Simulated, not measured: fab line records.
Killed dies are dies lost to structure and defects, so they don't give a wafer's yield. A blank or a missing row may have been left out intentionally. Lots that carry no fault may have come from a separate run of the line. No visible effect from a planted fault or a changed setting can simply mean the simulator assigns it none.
fab line records	flow sky130
record: lots: 12	wafers: 36	last_day: 50
route steps=708 shown VT_ADJUST_LVTN@107 SONOS_ONO@171 POLY_GATE@204
lots that met no fault: taken from a fault-free run of the same line
start_h: start of the lot's first displayed wafer, in hours after the record's first day	wait_h: how many hours have passed since the lot's step before this one	" repeats the value in the row above	L1.1+2: a single row standing in for several wafers	- no value present, or no start provided	* or withheld: withheld	< > ~ a bound
route shown NAME@n: NAME is a module with steps in the file, n the number in the route of the first one	usual: average and standard deviation across the fault-free wafers	same: alike in all rows	chamber/n: place in a boat	sites: per-site readings	_std_site: the standard deviation of these	_edge_site: mean of outer sites minus mean of inner sites	radius_mm: how far each site lies from the wafer's centre	mask NAME#n: copy n	behind: tool/chamber where the wafer was last shaped	hold: why the lot went on hold/how many hours it stayed there/how the hold came to an end	device: the transistor (n, p or np) that didn't switch	end of line: the route-end tests of the same wafers	a step with no rows: only its recipe	killed: dies lost to structure and defects at the first sort, not the wafer's yield	map: the dies of a wafer, with x for killed, . for not killed, _ for no die there
set.NAME: the setting that was run; set.NAME@STEP: the one run at that earlier step	model.NAME: the simulator's own value behind a step, which no gauge read
a sample of lots followed through the steps of the route, with each step as a table and each wafer as a row
services: from which hour (start_h, from the record's first day; less than 0 if before it) a tool's chamber was out of use, for how many hours, and why
== steps ==
step: SKY_VT_ADJUST_LVTN_TW_MEAS_10
usual: VT_ADJUST_LVTN_TW: 241.6/1.9
lot.wafer	tool	chamber	start_h	wait_h	VT_ADJUST_LVTN_TW
L292.1	film_metro-01	-	155.97	0.1	239.4
L292.3	"	-	"	"	238.0
L292.5	"	-	"	"	238.2
L293.1	film_metro-01	-	157.85	0.1	238.1
L293.3	"	-	"	"	238.3
L293.5	"	-	"	"	240.3
L294.2	film_metro-03	-	176.71	0.1	245.5
L294.4	"	-	"	"	243.8
L294.5	"	-	"	"	243.2
L295.1	film_metro-03	-	177.57	0.1	243.8
L295.4	"	-	"	"	244.9
L295.6	"	-	"	"	244.3
L301.3	film_metro-04	-	200.82	0.1	240.4
L301.4	"	-	"	"	242.6
L301.6	"	-	"	"	241.3
L302.1	film_metro-01	-	209.50	0.1	239.9
L302.2	"	-	"	"	240.1
L302.5	"	-	"	"	239.5
L310.2	film_metro-03	-	258.53	0.1	243.5
L310.3	"	-	"	"	244.6
L310.6	"	-	"	"	243.7
L311.2	film_metro-03	-	267.13	0.1	242.8
L311.4	"	-	"	"	243.7
L311.6	"	-	"	"	243.5
L312.2	film_metro-04	-	280.16	0.1	240.9
L312.3	"	-	"	"	240.7
L312.4	"	-	"	"	241.3
L313.2	film_metro-01	-	291.03	0.1	240.2
L313.4	"	-	"	"	240.8
L313.5	"	-	"	"	240.7
L314.1	film_metro-04	-	293.30	0.1	241.5
L314.5	"	-	"	"	240.3
L314.6	"	-	"	"	241.1
L315.2	film_metro-04	-	294.78	0.1	240.9
L315.5	"	-	"	"	239.6
L315.6	"	-	"	"	240.1
step: SKY_SONOS_ONO_THK_MEAS_03
recipe: reads: Si3N4_of_SONOS_ONO_CVD_02
usual: SONOS_ONO_CVD_02_THK: 10.47/0.16
lot.wafer	tool	chamber	start_h	wait_h	SONOS_ONO_CVD_02_THK[nm]
L292.1	film_metro-03	-	271.51	0.0	10.64
L292.3	"	-	"	"	10.57
L292.5	"	-	"	"	10.52
L293.1	film_metro-02	-	271.51	0.0	10.42
L293.3	"	-	"	"	10.23
L293.5	"	-	"	"	10.42
L295.1	film_metro-02	-	296.32	0.0	10.49
L295.4	"	-	"	"	10.48
L295.6	"	-	"	"	10.46
L294.2	film_metro-04	-	296.33	0.0	10.03
L294.4	"	-	"	"	10.23
L294.5	"	-	"	"	10.22
L301.3	film_metro-03	-	325.53	0.0	10.39
L301.4	"	-	"	"	10.53
L301.6	"	-	"	"	10.42
L302.1	film_metro-03	-	336.01	0.0	10.59
L302.2	"	-	"	"	10.72
L302.5	"	-	"	"	10.48
L310.2	film_metro-04	-	396.07	0.0	10.55
L310.3	"	-	"	"	10.54
L310.6	"	-	"	"	10.47
L311.2	film_metro-03	-	404.86	0.0	10.56
L311.4	"	-	"	"	10.62
L311.6	"	-	"	"	10.57
L312.2	film_metro-02	-	422.19	0.0	10.65
L312.3	"	-	"	"	10.64
L312.4	"	-	"	"	10.41
L313.2	film_metro-04	-	432.22	0.0	10.62
L313.4	"	-	"	"	10.74
L313.5	"	-	"	"	10.69
L314.1	film_metro-04	-	436.41	0.0	10.72
L314.5	"	-	"	"	10.53
L314.6	"	-	"	"	10.52
L315.2	film_metro-03	-	438.93	0.0	10.52
L315.5	"	-	"	"	10.41
L315.6	"	-	"	"	10.39
step: SKY_POLY_GATE_CVD_00
recipe: material: poly-Si	target_thk_nm: 180	temp_c: 620	time_s: 720	pressure_mtorr: 200
usual: spike_tc_bottom_C: 641.9/1.1	spike_tc_upper_C: 621.5/0.95	susceptor_temp_C: 620.02/0.29
lot.wafer	tool	chamber	start_h	wait_h	spike_tc_bottom_C	spike_tc_upper_C	susceptor_temp_C
L292.1	lpcvd-01	1	329.34	0.0	641.8	621.7	620.32
L292.3	"	1	"	"	642.8	621.6	619.89
L292.5	"	1	"	"	639.7	619.9	620.20
L293.1	lpcvd-01	1	329.34	0.0	643.5	622.3	619.84
L293.3	"	1	"	"	642.0	623.7	620.25
L293.5	"	1	"	"	642.5	622.0	619.96
L294.2	lpcvd-01	0	355.58	0.0	641.3	620.6	619.95
L294.4	"	0	"	"	643.1	621.3	620.08
L294.5	"	0	"	"	640.2	618.4	620.01
L295.1	lpcvd-01	0	355.58	0.0	641.9	621.4	619.85
L295.4	"	0	"	"	641.9	620.3	619.52
L295.6	"	0	"	"	643.3	621.3	619.99
L301.3	lpcvd-01	1	388.07	0.0	643.6	625.6	622.58
L301.4	"	1	"	"	646.9	622.6	622.69
L301.6	"	1	"	"	645.9	623.1	622.58
L302.1	lpcvd-01	1	399.67	0.0	645.0	624.1	622.91
L302.2	"	1	"	"	646.4	624.0	622.63
L302.5	"	1	"	"	646.1	625.3	622.74
L310.2	lpcvd-01	0	463.81	0.0	642.8	621.2	620.55
L310.3	"	0	"	"	642.0	622.4	619.78
L310.6	"	0	"	"	641.1	620.6	619.83
L311.2	lpcvd-01	1	472.69	0.0	641.4	623.8	619.89
L311.4	"	1	"	"	641.0	621.9	619.85
L311.6	"	1	"	"	642.0	621.8	619.67
L312.2	lpcvd-01	1	489.31	0.0	641.5	622.1	620.02
L312.3	"	1	"	"	643.3	623.5	619.78
L312.4	"	1	"	"	642.9	620.0	620.11
L313.2	lpcvd-01	0	499.21	0.0	643.0	622.5	620.06
L313.4	"	0	"	"	642.0	622.0	620.24
L313.5	"	0	"	"	642.9	620.3	619.93
L314.1	lpcvd-01	0	503.86	0.0	643.5	622.1	619.97
L314.5	"	0	"	"	644.6	621.1	619.52
L314.6	"	0	"	"	641.4	621.2	620.00
L315.2	lpcvd-01	1	506.40	0.0	641.0	621.6	619.57
L315.5	"	1	"	"	643.8	621.6	619.56
L315.6	"	1	"	"	643.5	621.3	619.78
step: SKY_POLY_GATE_THK_MEAS_01
recipe: reads: poly-Si_of_POLY_GATE_CVD_00
usual: POLY_GATE_CVD_00_THK: 181.0/1.7
lot.wafer	tool	chamber	start_h	wait_h	POLY_GATE_CVD_00_THK[nm]
L292.1	film_metro-02	-	330.54	0.0	181.6
L292.3	"	-	"	"	182.5
L292.5	"	-	"	"	181.0
L293.1	film_metro-01	-	330.54	0.0	181.6
L293.3	"	-	"	"	181.6
L293.5	"	-	"	"	183.7
L295.1	film_metro-01	-	356.78	0.0	182.4
L295.4	"	-	"	"	182.3
L295.6	"	-	"	"	183.6
L294.2	film_metro-02	-	356.79	0.0	180.8
L294.4	"	-	"	"	181.0
L294.5	"	-	"	"	181.7
L301.3	film_metro-04	-	389.29	0.0	191.5
L301.4	"	-	"	"	191.1
L301.6	"	-	"	"	191.6
L302.1	film_metro-02	-	400.87	0.0	191.6
L302.2	"	-	"	"	192.3
L302.5	"	-	"	"	193.3
L310.2	film_metro-02	-	465.02	0.0	180.7
L310.3	"	-	"	"	181.6
L310.6	"	-	"	"	181.3
L311.2	film_metro-04	-	473.90	0.0	180.6
L311.4	"	-	"	"	180.5
L311.6	"	-	"	"	180.3
L312.2	film_metro-04	-	490.52	0.0	183.7
L312.3	"	-	"	"	183.7
L312.4	"	-	"	"	183.0
L313.2	film_metro-01	-	500.42	0.0	181.3
L313.4	"	-	"	"	180.5
L313.5	"	-	"	"	179.1
L314.1	film_metro-02	-	505.06	0.0	179.9
L314.5	"	-	"	"	179.9
L314.6	"	-	"	"	180.7
L315.2	film_metro-04	-	507.61	0.0	180.6
L315.5	"	-	"	"	178.4
L315.6	"	-	"	"	179.1
step: SKY_POLY_GATE_THK_MEAS_21
recipe: reads: SiO2_of_POLY_GATE_OXIDATION_20
usual: POLY_GATE_OXIDATION_THK: 3.95/0.08
lot.wafer	tool	chamber	start_h	wait_h	POLY_GATE_OXIDATION_THK[nm]
L292.1	film_metro-04	-	390.75	0.0	4.08
L292.3	"	-	"	"	4.01
L292.5	"	-	"	"	3.99
L293.1	film_metro-02	-	390.75	0.0	4.01
L293.3	"	-	"	"	4.13
L293.5	"	-	"	"	3.98
L295.1	film_metro-02	-	419.98	0.0	4.02
L295.4	"	-	"	"	4.08
L295.6	"	-	"	"	3.98
L294.2	film_metro-01	-	419.99	0.0	4.15
L294.4	"	-	"	"	4.08
L294.5	"	-	"	"	3.97
L301.3	film_metro-01	-	453.93	0.0	3.87
L301.4	"	-	"	"	3.96
L301.6	"	-	"	"	3.98
L302.1	film_metro-01	-	465.37	0.0	3.95
L302.2	"	-	"	"	3.94
L302.5	"	-	"	"	3.98
L310.2	film_metro-01	-	529.37	0.0	3.91
L310.3	"	-	"	"	4.01
L310.6	"	-	"	"	3.88
L311.2	film_metro-01	-	537.97	0.0	3.92
L311.4	"	-	"	"	3.96
L311.6	"	-	"	"	3.97
L312.2	film_metro-02	-	552.88	0.0	3.92
L312.3	"	-	"	"	3.97
L312.4	"	-	"	"	4.03
L313.2	film_metro-01	-	563.52	0.0	4.05
L313.4	"	-	"	"	4.05
L313.5	"	-	"	"	4.03
L314.1	film_metro-04	-	569.01	0.0	3.94
L314.5	"	-	"	"	3.92
L314.6	"	-	"	"	3.89
L315.2	film_metro-04	-	571.53	0.0	3.97
L315.5	"	-	"	"	3.86
L315.6	"	-	"	"	3.87
== services ==
tool	chamber	start_h	hours	kind
lpcvd-01	-	324.20	0.4	repair
lpcvd-01	-	348.05	0.9	repair
== key ==
first_sign: step: SKY_POLY_GATE_CVD_00	reading: susceptor_temp_C	direction: up	sigmas: 9.3	usual: *	struck: *
effect: step: SKY_POLY_GATE_CVD_00	reading: spike_tc_bottom_C	direction: up	sigmas: 3.3	usual: 641.9	struck: 645.6
effect: step: SKY_POLY_GATE_THK_MEAS_01	reading: POLY_GATE_CVD_00_THK	direction: up	sigmas: 6.5	usual: 181.0	struck: 191.9
met_at SKY_POLY_GATE_CVD_00
struck_lots L301,L302
sort_left_out L301.3,L301.4,L301.6,L302.1,L302.2,L302.5
tester_left_out L301,L302
not_acting_at SKY_VT_ADJUST_LVTN_TW_MEAS_10,SKY_SONOS_ONO_THK_MEAS_03,SKY_POLY_GATE_THK_MEAS_21
onset_between 355.58 388.07
fault: kind: process_parameter_drift	tool: lpcvd-01	chamber: -	onset_h: 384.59	steps: SKY_POLY_GATE_CVD_00	channel: temp_c	offset: *	shape: step	end_h: 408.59	stated: *
tester_left_out: of these lots the tester's yield and bins aren't shown, on N5 and GAA mostly nor the transistor test; their killed dies are dies lost to structure and defects alone, not to doping, threshold or leakage, so they don't give the yield
sort_left_out: the simulated sort isn't trusted on such a fault, so these wafers' sort isn't shown, and their yield isn't known
